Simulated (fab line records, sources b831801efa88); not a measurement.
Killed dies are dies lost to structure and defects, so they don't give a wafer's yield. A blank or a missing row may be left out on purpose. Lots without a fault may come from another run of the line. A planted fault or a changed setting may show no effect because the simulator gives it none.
fab line records | flow sky130
record lots=24 wafers=72 last_day=50
route steps=708 shown LDD_N@253 POLY_CUT@315 LI_CONTACT@384 LOCAL_INTERCONNECT@398
lots that met no fault: from a run of the same line without faults
start_h: hours from the record's first day to the start of the lot's first wafer shown | wait_h: hours since the lot's step before | " the same as in the row above | L1.1+2: a row that stands for several wafers | - no value, or no start given | * or withheld: withheld | < > ~ a bound
route shown NAME@n: a module of which the file shows steps, and the number in the route of the first | usual: mean/standard deviation of fault-free wafers | same: alike in all rows | chamber/n: place in a boat | sites: the reading at each site | _std_site: their standard deviation | _edge_site: outer sites' mean less inner sites' | radius_mm: how far each site lies from the wafer's centre | mask NAME#n: copy n | behind: the tool/chamber that last shaped the wafer | hold: why the lot was held/for how many hours/how that ended | device: the transistor (n, p or np) that didn't switch | end of line: the same wafers' tests at the end of the route | a step without rows: its recipe alone | killed: dies lost to structure and defects at the first sort, not the wafer's yield | map: a wafer's dies, x killed, . not, _ none there
set.NAME: the setting as run; set.NAME@STEP: as run at that earlier step | model.NAME: the simulator's own value behind a step, which no gauge read
steps of the route over a sample of lots; a table a step, a row a wafer
services: from which hour (start_h, from the record's first day; less than 0 if before it) a tool's chamber was out of use, for how many hours, and why
## steps
# step SKY_LDD_N_STRIP_16
# recipe chemistry=O2/N2 power_w=1400 pressure_mtorr=1500 platen_temp_c=withheld o2_flow_sccm=3000 n2_flow_sccm=300 overash_fraction=0.5
# usual drypump_motor_current_A=5.7/0.63 oes_product_au=0.407/0.0047 strip_time_to_endpoint_s=4.323/0.017
# columns lot.wafer tool chamber start_h wait_h drypump_motor_current_A oes_product_au rf_hours_counter_h strip_time_to_endpoint_s
L074.2 plasma_asher-03 1 396.92 0.1 5.5 0.397 71 4.331
L074.3 " 1 " " 5.4 0.401 - 4.320
L074.6 " 0 " " 5.8 0.397 - 4.302
L075.1 plasma_asher-03 0 407.22 0.1 5.8 0.399 72 4.324
L075.3 " 1 " " 5.5 0.405 - 4.338
L075.4 " 0 " " 5.8 0.412 - 4.352
L076.2 plasma_asher-04 1 408.87 0.1 4.7 0.399 69 4.294
L076.3 " 1 " " 4.7 0.401 - 4.292
L076.6 " 0 " " 6.7 0.405 - 4.301
L077.3 plasma_asher-01 0 427.51 0.1 5.2 0.417 - 4.339
L077.4 " 1 " " 6.2 0.404 - 4.326
L077.6 " 0 " " 5.2 0.407 - 4.311
L078.1 plasma_asher-01 0 435.87 0.1 5.2 0.409 32 4.294
L078.4 " 1 " " 6.2 0.402 - 4.336
L078.5 " 1 " " 6.2 0.408 - 4.310
L079.1 plasma_asher-04 0 454.77 0.1 6.7 0.406 74 4.302
L079.2 " 1 " " 4.7 0.412 74 4.311
L079.4 " 1 " " 4.7 0.404 - 4.317
L080.1 plasma_asher-04 1 457.22 0.1 4.7 0.415 74 4.298
L080.4 " 1 " " 4.7 0.408 - 4.290
L080.5 " 0 " " 6.7 0.402 - 4.323
L082.2 plasma_asher-03 1 491.17 0.1 5.5 0.407 7 4.313
L082.4 " 1 " " 5.4 0.415 - 4.325
L082.6 " 1 " " 5.5 0.413 - 4.333
L081.1 plasma_asher-04 1 496.09 0.1 4.7 0.409 79 4.323
L081.4 " 1 " " 4.7 0.402 - 4.338
L081.5 " 1 " " 4.7 0.401 - 4.342
L083.2 plasma_asher-03 1 496.57 0.1 5.4 0.400 7 4.286
L083.4 " 1 " " 5.5 0.404 - 4.309
L083.5 " 0 " " 5.8 0.407 - 4.324
L084.3 plasma_asher-01 1 497.66 0.1 6.2 0.411 - 4.339
L084.4 " 0 " " 5.2 0.412 - 4.325
L084.5 " 0 " " 5.2 0.412 - 4.340
L085.1 plasma_asher-03 1 506.62 0.1 5.5 0.406 8 4.324
L085.2 " 0 " " 5.8 0.402 8 4.334
L085.6 " 0 " " 5.8 0.416 - 4.332
L086.1 plasma_asher-03 1 514.27 0.1 5.5 0.414 9 4.348
L086.2 " 0 " " 5.8 0.398 9 4.333
L086.6 " 0 " " 5.8 0.414 - 4.334
L087.1 plasma_asher-01 0 518.02 0.1 5.2 0.410 39 4.331
L087.2 " 1 " " 6.2 0.405 39 4.330
L087.6 " 1 " " 6.2 0.409 - 4.338
L088.1 plasma_asher-01 0 525.52 0.1 5.2 0.408 39 4.337
L088.3 " 1 " " 6.2 0.414 - 4.309
L088.6 " 1 " " 6.2 0.400 - 4.328
L089.3 plasma_asher-04 1 531.20 0.1 4.7 0.406 - 4.298
L089.4 " 0 " " 6.7 0.407 - 4.307
L089.6 " 0 " " 6.7 0.408 - 4.295
L090.2 plasma_asher-04 0 538.27 0.1 6.7 0.408 83 4.334
L090.3 " 1 " " 4.7 0.409 - 4.341
L090.6 " 1 " " 4.7 0.413 - 4.340
L091.1 plasma_asher-01 1 550.82 0.1 6.2 0.407 42 4.318
L091.2 " 0 " " 5.3 0.407 42 4.312
L091.4 " 1 " " 6.2 0.404 - 4.318
L092.1 plasma_asher-03 0 555.22 0.1 5.8 0.408 13 4.313
L092.3 " 1 " " 5.5 0.405 - 4.336
L092.5 " 0 " " 5.8 0.407 - 4.345
L093.2 plasma_asher-04 1 568.32 0.1 4.7 0.412 86 4.350
L093.3 " 0 " " 6.7 0.406 - 4.323
L093.5 " 1 " " 4.7 0.406 - 4.346
L094.1 plasma_asher-04 1 577.72 0.1 4.7 0.405 87 4.356
L094.2 " 0 " " 6.7 0.404 87 4.349
L094.6 " 0 " " 6.7 0.409 - 4.326
L095.2 plasma_asher-01 0 579.97 0.1 5.3 0.415 45 4.310
L095.3 " 1 " " 6.2 0.407 - 4.308
L095.6 " 0 " " 5.2 0.409 - 4.315
L096.2 plasma_asher-03 0 586.72 0.1 5.8 0.410 16 4.342
L096.4 " 0 " " 5.8 0.398 - 4.338
L096.5 " 1 " " 5.5 0.405 - 4.330
L097.2 plasma_asher-03 1 600.02 0.1 5.5 0.404 17 4.286
L097.3 " 1 " " 5.5 0.408 - 4.290
L097.4 " 0 " " 5.8 0.410 - 4.307
# step SKY_POLY_CUT_CD_MEAS_08
# recipe target_cd_nm=270
# usual cd_nm=270.3/1.2
# columns lot.wafer tool chamber start_h wait_h cd_nm
L074.2 cd_sem-01 - 552.16 - 270.5
L074.3 " - " " 270.2
L074.6 " - " " 271.3
L075.1 cd_sem-01 - 565.83 - 270.7
L075.3 " - " " 271.3
L075.4 " - " " 272.4
L076.2 cd_sem-02 - 566.20 - 268.5
L076.3 " - " " 269.5
L076.6 " - " " 267.9
L077.3 cd_sem-01 - 581.03 - 268.3
L077.4 " - " " 267.1
L077.6 " - " " 268.9
L078.1 cd_sem-01 - 589.98 - 268.9
L078.4 " - " " 268.8
L078.5 " - " " 269.7
L079.1 cd_sem-02 - 605.84 - 270.4
L079.2 " - " " 270.9
L079.4 " - " " 269.5
L080.1 cd_sem-02 - 608.68 - 269.6
L080.4 " - " " 268.2
L080.5 " - " " 269.8
L082.2 cd_sem-01 - 639.76 - 272.6
L082.4 " - " " 272.4
L082.6 " - " " 272.3
L081.1 cd_sem-01 - 648.28 - 272.1
L081.4 " - " " 270.7
L081.5 " - " " 271.3
L084.3 cd_sem-01 - 648.44 - 271.5
L084.4 " - " " 272.8
L084.5 " - " " 272.1
L083.2 cd_sem-02 - 648.65 - 271.7
L083.4 " - " " 271.7
L083.5 " - " " 271.6
L085.1 cd_sem-02 - 657.14 - 272.0
L085.2 " - " " 270.4
L085.6 " - " " 269.8
L086.1 cd_sem-01 - 664.18 - 269.0
L086.2 " - " " 269.3
L086.6 " - " " 269.4
L087.1 cd_sem-01 - 671.58 - 269.0
L087.2 " - " " 268.3
L087.6 " - " " 268.7
L088.1 cd_sem-02 - 675.08 - 269.3
L088.3 " - " " 270.0
L088.6 " - " " 269.6
L089.3 cd_sem-02 - 679.67 - 271.5
L089.4 " - " " 271.7
L089.6 " - " " 271.8
L090.2 cd_sem-02 - 684.00 - 269.0
L090.3 " - " " 269.6
L090.6 " - " " 268.7
L091.1 cd_sem-01 - 697.43 - 269.4
L091.2 " - " " 270.3
L091.4 " - " " 269.7
L092.1 cd_sem-01 - 701.43 - 270.0
L092.3 " - " " 269.8
L092.5 " - " " 268.8
L093.2 cd_sem-01 - 715.00 - 270.5
L093.3 " - " " 269.4
L093.5 " - " " 270.7
L094.1 cd_sem-01 - 728.73 - 270.1
L094.2 " - " " 271.2
L094.6 " - " " 271.0
L095.2 cd_sem-01 - 729.35 - 270.2
L095.3 " - " " 269.7
L095.6 " - " " 269.1
L096.2 cd_sem-01 - 730.83 - 271.1
L096.4 " - " " 271.0
L096.5 " - " " 271.4
L097.2 cd_sem-02 - 740.50 - 270.7
L097.3 " - " " 270.2
L097.4 " - " " 271.4
# step SKY_LI_CONTACT_RS_MEAS_22
# recipe thk_meas_gauge=four-point-probe reads=W_of_LI_CONTACT_CVD_21+TiN_of_LI_CONTACT_SPUTTER_20+Ti_of_LI_CONTACT_SPUTTER_19
# usual LI_CONTACT_W_RS=0.280/0.0051
# columns lot.wafer tool chamber start_h wait_h LI_CONTACT_W_RS[ohm/sq]
L074.2 film_metro-02 - 669.95 0.1 0.282
L074.3 " - " " 0.274
L074.6 " - " " 0.281
L075.1 film_metro-01 - 682.90 0.2 0.281
L075.3 " - " " 0.282
L075.4 " - " " 0.282
L076.2 film_metro-02 - 683.89 0.1 0.279
L076.3 " - " " 0.281
L076.6 " - " " 0.282
L077.3 film_metro-02 - 697.58 0.1 0.281
L077.4 " - " " 0.281
L077.6 " - " " 0.284
L078.1 film_metro-01 - 703.91 0.1 0.278
L078.4 " - " " 0.282
L078.5 " - " " 0.279
L079.1 film_metro-04 - 728.91 0.1 0.276
L079.2 " - " " 0.278
L079.4 " - " " 0.278
L080.1 film_metro-01 - 729.95 0.1 0.281
L080.4 " - " " 0.279
L080.5 " - " " 0.282
L082.2 film_metro-01 - 759.26 0.1 0.286
L082.4 " - " " 0.287
L082.6 " - " " 0.287
L081.1 film_metro-01 - 761.07 0.1 0.281
L081.4 " - " " 0.283
L081.5 " - " " 0.282
L084.3 film_metro-02 - 762.01 0.1 0.284
L084.4 " - " " 0.281
L084.5 " - " " 0.286
L083.2 film_metro-02 - 762.55 0.1 0.286
L083.4 " - " " 0.278
L083.5 " - " " 0.285
L085.1 film_metro-04 - 767.32 0.1 0.272
L085.2 " - " " 0.280
L085.6 " - " " 0.274
L086.1 film_metro-01 - 775.44 0.1 0.271
L086.2 " - " " 0.279
L086.6 " - " " 0.282
L087.1 film_metro-01 - 780.09 0.1 0.283
L087.2 " - " " 0.286
L087.6 " - " " 0.283
L088.1 film_metro-04 - 785.77 0.1 0.274
L088.3 " - " " 0.281
L088.6 " - " " 0.273
L089.3 film_metro-04 - 791.18 0.1 0.271
L089.4 " - " " 0.284
L089.6 " - " " 0.276
L090.2 film_metro-04 - 791.94 0.1 0.288
L090.3 " - " " 0.289
L090.6 " - " " 0.286
L091.1 film_metro-01 - 810.39 0.1 0.285
L091.2 " - " " 0.280
L091.4 " - " " 0.278
L092.1 film_metro-04 - 811.82 0.1 0.280
L092.3 " - " " 0.281
L092.5 " - " " 0.272
L093.2 film_metro-04 - 821.11 0.1 0.278
L093.3 " - " " 0.269
L093.5 " - " " 0.268
L094.1 film_metro-04 - 833.82 0.1 0.287
L094.2 " - " " 0.281
L094.6 " - " " 0.280
L095.2 film_metro-02 - 834.95 0.1 0.270
L095.3 " - " " 0.268
L095.6 " - " " 0.280
L096.2 film_metro-01 - 837.39 0.1 0.282
L096.4 " - " " 0.283
L096.5 " - " " 0.279
L097.2 film_metro-02 - 849.24 0.1 0.272
L097.3 " - " " 0.282
L097.4 " - " " 0.274
# step SKY_LOCAL_INTERCONNECT_CD_MEAS_11
# recipe target_cd_nm=170
# usual cd_nm=170.3/1.4
# columns lot.wafer tool chamber start_h wait_h cd_nm
L074.2 cd_sem-01 - 698.60 - 168.3
L074.3 " - " " 168.6
L074.6 " - " " 171.2
L075.1 cd_sem-01 - 711.53 - 168.9
L075.3 " - " " 170.4
L075.4 " - " " 169.2
L076.2 cd_sem-01 - 712.85 - 168.3
L076.3 " - " " 168.7
L076.6 " - " " 168.5
L077.3 cd_sem-02 - 730.13 - 173.1
L077.4 " - " " 171.2
L077.6 " - " " 173.5
L078.1 cd_sem-01 - 731.73 - 167.9
L078.4 " - " " 166.9
L078.5 " - " " 167.0
L079.1 cd_sem-02 - 754.37 - 170.2
L079.2 " - " " 170.8
L079.4 " - " " 170.6
L080.1 cd_sem-01 - 756.54 - 169.5
L080.4 " - " " 169.4
L080.5 " - " " 168.4
L082.2 cd_sem-01 - 786.20 - 171.1
L082.4 " - " " 169.2
L082.6 " - " " 169.6
L081.1 cd_sem-02 - 788.53 - 170.6
L081.4 " - " " 171.5
L081.5 " - " " 168.8
L084.3 cd_sem-01 - 789.08 - 170.2
L084.4 " - " " 171.1
L084.5 " - " " 170.9
L083.2 cd_sem-01 - 789.90 - 168.8
L083.4 " - " " 168.4
L083.5 " - " " 169.0
L085.1 cd_sem-01 - 794.48 - 168.9
L085.2 " - " " 169.1
L085.6 " - " " 169.8
L086.1 cd_sem-01 - 802.24 - 167.8
L086.2 " - " " 169.7
L086.6 " - " " 169.5
L087.1 cd_sem-02 - 806.93 - 171.7
L087.2 " - " " 172.8
L087.6 " - " " 174.2
L088.1 cd_sem-01 - 812.63 - 170.6
L088.3 " - " " 170.1
L088.6 " - " " 172.0
L089.3 cd_sem-02 - 818.17 - 172.4
L089.4 " - " " 172.4
L089.6 " - " " 172.0
L090.2 cd_sem-02 - 819.45 - 170.6
L090.3 " - " " 171.3
L090.6 " - " " 171.3
L091.1 cd_sem-02 - 836.49 - 170.3
L091.2 " - " " 170.1
L091.4 " - " " 169.6
L092.1 cd_sem-02 - 838.28 - 172.0
L092.3 " - " " 170.6
L092.5 " - " " 170.9
L093.2 cd_sem-02 - 847.56 - 170.0
L093.3 " - " " 171.7
L093.5 " - " " 170.3
L094.1 cd_sem-01 - 859.73 - 171.7
L094.2 " - " " 172.0
L094.6 " - " " 171.4
L095.2 cd_sem-02 - 861.65 - 171.9
L095.3 " - " " 172.4
L095.6 " - " " 171.1
L096.2 cd_sem-02 - 863.66 - 170.3
L096.4 " - " " 171.3
L096.5 " - " " 171.3
L097.2 cd_sem-02 - 875.80 - 172.3
L097.3 " - " " 171.3
L097.4 " - " " 169.8
# step SKY_LOCAL_INTERCONNECT_OVL_MEAS_12
# usual LOCAL_INTERCONNECT_OVL=1/4.4
# columns lot.wafer tool chamber start_h wait_h LOCAL_INTERCONNECT_OVL[nm]
L074.2 overlay-02 - 698.71 0.1 2
L074.3 " - " " -1
L074.6 " - " " -2
L075.1 overlay-01 - 711.65 0.1 0
L075.3 " - " " 2
L075.4 " - " " 3
L076.2 overlay-01 - 712.96 0.1 -6
L076.3 " - " " -4
L076.6 " - " " -2
L077.3 overlay-01 - 730.22 0.1 -2
L077.4 " - " " 6
L077.6 " - " " 0
L078.1 overlay-01 - 731.85 0.1 0
L078.4 " - " " -5
L078.5 " - " " -8
L079.1 overlay-01 - 754.49 0.1 -2
L079.2 " - " " 5
L079.4 " - " " 14
L080.1 overlay-02 - 756.66 0.1 -2
L080.4 " - " " 2
L080.5 " - " " -2
L082.2 overlay-01 - 786.31 0.1 -2
L082.4 " - " " -3
L082.6 " - " " -10
L081.1 overlay-01 - 788.65 0.1 -3
L081.4 " - " " -3
L081.5 " - " " 0
L084.3 overlay-01 - 789.17 0.1 -2
L084.4 " - " " -4
L084.5 " - " " 2
L083.2 overlay-01 - 790.01 0.1 8
L083.4 " - " " 9
L083.5 " - " " 4
L085.1 overlay-01 - 794.60 0.1 -2
L085.2 " - " " -4
L085.6 " - " " 5
L086.1 overlay-01 - 802.36 0.1 -2
L086.2 " - " " 1
L086.6 " - " " 5
L087.1 overlay-01 - 807.05 0.1 4
L087.2 " - " " -2
L087.6 " - " " -9
L088.1 overlay-02 - 812.75 0.1 6
L088.3 " - " " 7
L088.6 " - " " 3
L089.3 overlay-02 - 818.27 0.1 -1
L089.4 " - " " 10
L089.6 " - " " 3
L090.2 overlay-02 - 819.56 0.1 -2
L090.3 " - " " -1
L090.6 " - " " 0
L091.1 overlay-02 - 836.61 0.1 -1
L091.2 " - " " -1
L091.4 " - " " -2
L092.1 overlay-02 - 838.40 0.1 5
L092.3 " - " " -2
L092.5 " - " " -2
L093.2 overlay-01 - 847.66 0.1 0
L093.3 " - " " -4
L093.5 " - " " 1
L094.1 overlay-01 - 859.85 0.1 -1
L094.2 " - " " 3
L094.6 " - " " 5
L095.2 overlay-02 - 861.76 0.1 4
L095.3 " - " " 8
L095.6 " - " " 8
L096.2 overlay-01 - 863.76 0.1 -1
L096.4 " - " " -1
L096.5 " - " " 2
L097.2 overlay-02 - 875.91 0.1 -7
L097.3 " - " " -5
L097.4 " - " " 1
# step SKY_LOCAL_INTERCONNECT_METAL_ETCH_14
# recipe target_depth_nm=110 stop_on=PSG chemistry=Cl2/BCl3 target=TiN resist_sidewall_deg=88 pressure_mtorr=10 icp_w=900 bias_w=48.5 Cl2_flow_sccm=60 bcl3_flow_sccm=30 time_s=31.4
# usual drypump_motor_current_A=5.7/0.67 oes_product_au=0.944/0.0088 throttle_valve_pct=21.899/0.01
# columns lot.wafer tool chamber start_h wait_h drypump_motor_current_A oes_product_au rf_hours_counter_h throttle_valve_pct
L074.2 rie_metal-02 0 698.80 0.0 6.5 0.928 13 21.891
L074.3 " 0 " " 6.5 0.938 - 21.892
L074.6 " 0 " " 6.5 0.944 - 21.898
L075.1 rie_metal-04 0 711.82 0.1 4.7 0.948 7 21.894
L075.3 " 0 " " 4.7 0.956 - 21.893
L075.4 " 0 " " 4.7 0.959 - 21.886
L076.2 rie_metal-02 1 713.05 0.0 5.3 0.934 5 21.903
L076.3 " 1 " " 5.3 0.932 - 21.903
L076.6 " 0 " " 6.6 0.937 - 21.900
L077.3 rie_metal-04 1 730.33 0.0 5.8 0.940 - 21.892
L077.4 " 0 " " 4.7 0.940 - 21.903
L077.6 " 0 " " 4.7 0.945 - 21.905
L078.1 rie_metal-02 1 731.95 0.0 5.3 0.962 5 21.888
L078.4 " 1 " " 5.3 0.937 - 21.906
L078.5 " 0 " " 6.6 0.963 - 21.902
L079.1 rie_metal-02 0 754.59 0.0 6.6 0.960 15 21.880
L079.2 " 1 " " 5.3 0.951 6 21.891
L079.4 " 0 " " 6.5 0.944 - 21.912
L080.1 rie_metal-03 1 756.76 0.0 6.0 0.954 3 21.889
L080.4 " 1 " " 5.9 0.949 - 21.898
L080.5 " 0 " " 5.6 0.948 - 21.890
L082.2 rie_metal-02 0 786.48 0.1 6.6 0.933 - 21.900
L082.4 " 0 " " 6.6 0.931 - 21.925
L082.6 " 0 " " 6.6 0.937 - 21.902
L081.1 rie_metal-02 1 788.75 0.0 5.3 0.937 6 21.907
L081.4 " 1 " " 5.3 0.943 - 21.891
L081.5 " 1 " " 5.3 0.939 - 21.897
L084.3 rie_metal-02 1 789.27 0.0 5.3 0.935 - 21.912
L084.4 " 0 " " 6.6 0.945 - 21.911
L084.5 " 1 " " 5.3 0.942 - 21.908
L083.2 rie_metal-03 1 790.10 0.0 5.9 0.953 5 21.896
L083.4 " 0 " " 5.6 0.945 - 21.895
L083.5 " 0 " " 5.6 0.964 - 21.893
L085.1 rie_metal-02 1 794.70 0.0 5.3 0.952 7 21.900
L085.2 " 0 " " 6.6 0.941 17 21.919
L085.6 " 0 " " 6.6 0.951 - 21.879
L086.1 rie_metal-04 0 802.46 0.0 4.7 0.933 10 21.902
L086.2 " 1 " " 5.8 0.943 13 21.923
L086.6 " 1 " " 5.9 0.947 - 21.915
L087.1 rie_metal-04 1 807.15 0.0 5.9 0.947 13 21.898
L087.2 " 0 " " 4.7 0.945 10 21.895
L087.6 " 1 " " 5.9 0.940 - 21.901
L088.1 rie_metal-02 1 812.85 0.0 5.3 0.938 7 21.906
L088.3 " 1 " " 5.3 0.927 - 21.893
L088.6 " 0 " " 6.5 0.943 - 21.901
L089.3 rie_metal-02 0 818.37 0.0 6.5 0.933 - 21.904
L089.4 " 1 " " 5.3 0.943 - 21.894
L089.6 " 0 " " 6.6 0.945 - 21.902
L090.2 rie_metal-04 0 819.65 0.0 4.7 0.940 11 21.902
L090.3 " 0 " " 4.7 0.951 - 21.895
L090.6 " 0 " " 4.7 0.929 - 21.908
L091.1 rie_metal-04 1 836.77 0.1 5.9 0.937 14 21.897
L091.2 " 1 " " 5.8 0.947 - 21.896
L091.4 " 1 " " 5.9 0.945 - 21.906
L092.1 rie_metal-03 0 838.50 0.0 5.6 0.953 3 21.878
L092.3 " 0 " " 5.6 0.949 - 21.894
L092.5 " 0 " " 5.6 0.961 - 21.882
L093.2 rie_metal-02 0 847.76 0.0 6.6 0.946 1 21.897
L093.3 " 1 " " 5.3 0.937 - 21.907
L093.5 " 0 " " 6.6 0.958 - 21.869
L094.1 rie_metal-02 1 859.95 0.0 5.3 0.943 10 21.890
L094.2 " 0 " " 6.6 0.956 1 21.880
L094.6 " 0 " " 6.6 0.958 - 21.899
L095.2 rie_metal-04 0 861.93 0.1 4.7 0.953 - 21.902
L095.3 " 0 " " 4.7 0.955 - 21.893
L095.6 " 0 " " 4.7 0.954 - 21.897
L096.2 rie_metal-03 0 863.94 0.1 5.6 0.937 - 21.901
L096.4 " 0 " " 5.6 0.958 - 21.893
L096.5 " 0 " " 5.6 0.961 - 21.894
L097.2 rie_metal-02 0 876.00 0.0 6.5 0.948 2 21.896
L097.3 " 1 " " 5.3 0.940 - 21.893
L097.4 " 0 " " 6.5 0.945 - 21.896
## services
# columns tool chamber start_h hours kind
rie_metal-04 1 400.19 27.5 repair
plasma_asher-03 - 421.25 9.0 pm
rie_metal-03 1 428.28 5.2 repair
plasma_asher-04 - 434.39 3.2 repair
plasma_asher-01 - 463.94 14.6 pm
rie_metal-02 1 484.01 62.6 repair
plasma_asher-03 - 511.79 0.8 repair
plasma_asher-03 - 536.27 0.7 repair
plasma_asher-03 - 545.70 4.1 repair
plasma_asher-03 - 553.89 0.9 repair
rie_metal-04 1 573.49 1.1 repair
plasma_asher-01 - 611.45 6.5 repair
plasma_asher-01 - 667.50 5.7 repair
rie_metal-04 - 669.20 0.6 repair
rie_metal-02 - 672.45 2.8 pm
rie_metal-04 1 698.28 17.3 repair
plasma_asher-04 - 733.75 9.0 pm
plasma_asher-04 - 744.85 21.2 pm
rie_metal-02 1 782.72 5.8 repair
plasma_asher-01 - 800.76 2.8 pm
plasma_asher-04 - 828.36 8.5 repair
rie_metal-04 - 828.47 1.1 repair
rie_metal-04 0 833.46 16.5 repair
plasma_asher-04 - 861.87 2.8 pm
## key
fault none
